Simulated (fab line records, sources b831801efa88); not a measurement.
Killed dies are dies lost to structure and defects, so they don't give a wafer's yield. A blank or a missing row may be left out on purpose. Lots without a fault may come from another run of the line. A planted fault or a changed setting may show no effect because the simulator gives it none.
A struck lot beside a sound one | flow sky130 | 16 steps out of a route of 708
Sound: wafers L194.1, L194.2, L194.5. Struck: wafer L192.5. (L192.1 of the same lot was not struck and is left out.) The cause comes at the end.
At each step with rows: each side's tool, then ch and its chambers, then its first start. Under that, the readings that differ: sound wafers | struck wafers | difference of the means | sigmas: that difference in standard deviations of wafers without a fault.
alike: readings whose means differ by less than 2 such deviations, and words and numbers that are the same on both sides. not compared: withheld readings, readings that some wafer has no value for, bounds like >300 that may hide the same value, and numbers for which the record gives no deviation and whose values overlap.
The two part at a step that has a row with sigmas, a row that says differs or no value, or rows on one side only. Numbers that don't overlap but have no deviation are shown without sigmas and don't part them. A reading that every wafer of one side lacks parts them only if that side has two wafers or more.

first, 3 steps without rows for these wafers: SKY_METAL1_EXPOSE_12 (exposes mask MM1, target cd 140 nm); SKY_METAL1_PEB_13; SKY_METAL1_DEVELOP_14 (develop time 60 s).
SKY_METAL1_CD_MEAS_15: target cd 140 nm.
  sound on cd_sem-02, day 37 06:11; struck on cd_sem-02, day 36 14:58
  alike: cd_nm
SKY_METAL1_OVL_MEAS_16:
  sound on overlay-01, day 37 06:19; struck on overlay-02, day 36 15:05
  alike: METAL1_OVL
SKY_METAL1_DESCUM_17: chemistry O2, time 8 s.
  sound on rie_metal-02 ch 0,1, day 37 06:21; struck on rie_metal-03 ch 1, day 36 15:07
  reading    | sound             | struck | difference | sigmas
  temp_c (C) | 39.87 40.15 40.04 | 39.73  | -0.29      | -3
  alike: drypump_motor_current_A, oes_product_au
  not compared: rf_hours_counter_h
SKY_METAL1_ETCH_18: etches BARC in N2/H2, stops on SiO2, time 45.9 s, target depth 60 nm.
  sound on rie_metal-02 ch 0,1, day 37 06:23; struck on rie_metal-03 ch 1, day 36 15:09
  alike: drypump_motor_current_A, oes_product_au, throttle_valve_pct
  not compared: rf_hours_counter_h
SKY_METAL1_METAL_ETCH_19: etches the open film in Cl2/BCl3, stops on SiO2, target depth 360 nm, time 78 s.
  sound on rie_metal-02 ch 0,1, day 37 06:27; struck on rie_metal-03 ch 1, day 36 15:13
  reading               | sound             | struck | difference | sigmas
  oes_product_au (a.u.) | 0.862 0.869 0.854 | 0.846  | -0.016     | -2
  alike: bcl3_flow_sccm, drypump_motor_current_A, throttle_valve_pct
  not compared: rf_hours_counter_h
SKY_METAL1_STRIP_20: strips in O2/N2.
  sound on plasma_asher-03 ch 0,1, day 37 06:32; struck on plasma_asher-02 ch 0, day 36 15:18
  reading                      | sound          | struck | difference | sigmas
  strip_time_to_endpoint_s (s) | 2.65 2.69 2.67 | 2.76   | +0.09      | +3
  alike: drypump_motor_current_A, o2_flow_sccm, oes_product_au
  not compared: rf_hours_counter_h
then, 3 steps without rows for these wafers: SKY_METAL1_STRIP_21 (strips in post etch residue remover, time 1200 s); SKY_METAL1_CLEAN_22 (cleans in IPA, time 180 s); SKY_METAL1_CLEAN_23 (cleans in O3/DIW).
SKY_VIA1_HDPCVD_00: deposits SiO2, target thk 1030 nm, time 171.7 s.
  sound on hdpcvd-01 ch 0,1, day 37 07:08; struck on hdpcvd-02 ch 0, day 36 15:53
  reading                                  | sound             | struck | difference | sigmas
  sih4_flow_sccm (sccm)                    | 60.11 60.08 60.25 | 50.76  | -9.39      | -55
  model.SiO2_of_VIA1_HDPCVD_00.thk_nm (nm) | 1033 1043 1034    | 896.7  | -140.0     |
SKY_VIA1_THK_MEAS_01:
  sound on film_metro-01, day 37 07:14; struck on film_metro-04, day 36 16:00
  reading              | sound          | struck | difference | sigmas
  VIA1_HDPCVD_THK (nm) | 1033 1043 1035 | 897    | -140       | -15
SKY_VIA1_CMP_02: polishes SiO2.
  sound on cmp-02 ch 0,1,2, day 37 07:21; struck on cmp-02 ch 1, day 36 16:13
  alike: motor_current_A, slurry_filter_dp_kPa
SKY_PAD_OPEN_PROBE_99:
  the record has rows for the sound wafers here (prober-02, day 49 06:13) and none for the struck ones

WHERE THEY PART
First at SKY_METAL1_DESCUM_17; last, within this record, at SKY_PAD_OPEN_PROBE_99.

WHY: what the simulator had put in
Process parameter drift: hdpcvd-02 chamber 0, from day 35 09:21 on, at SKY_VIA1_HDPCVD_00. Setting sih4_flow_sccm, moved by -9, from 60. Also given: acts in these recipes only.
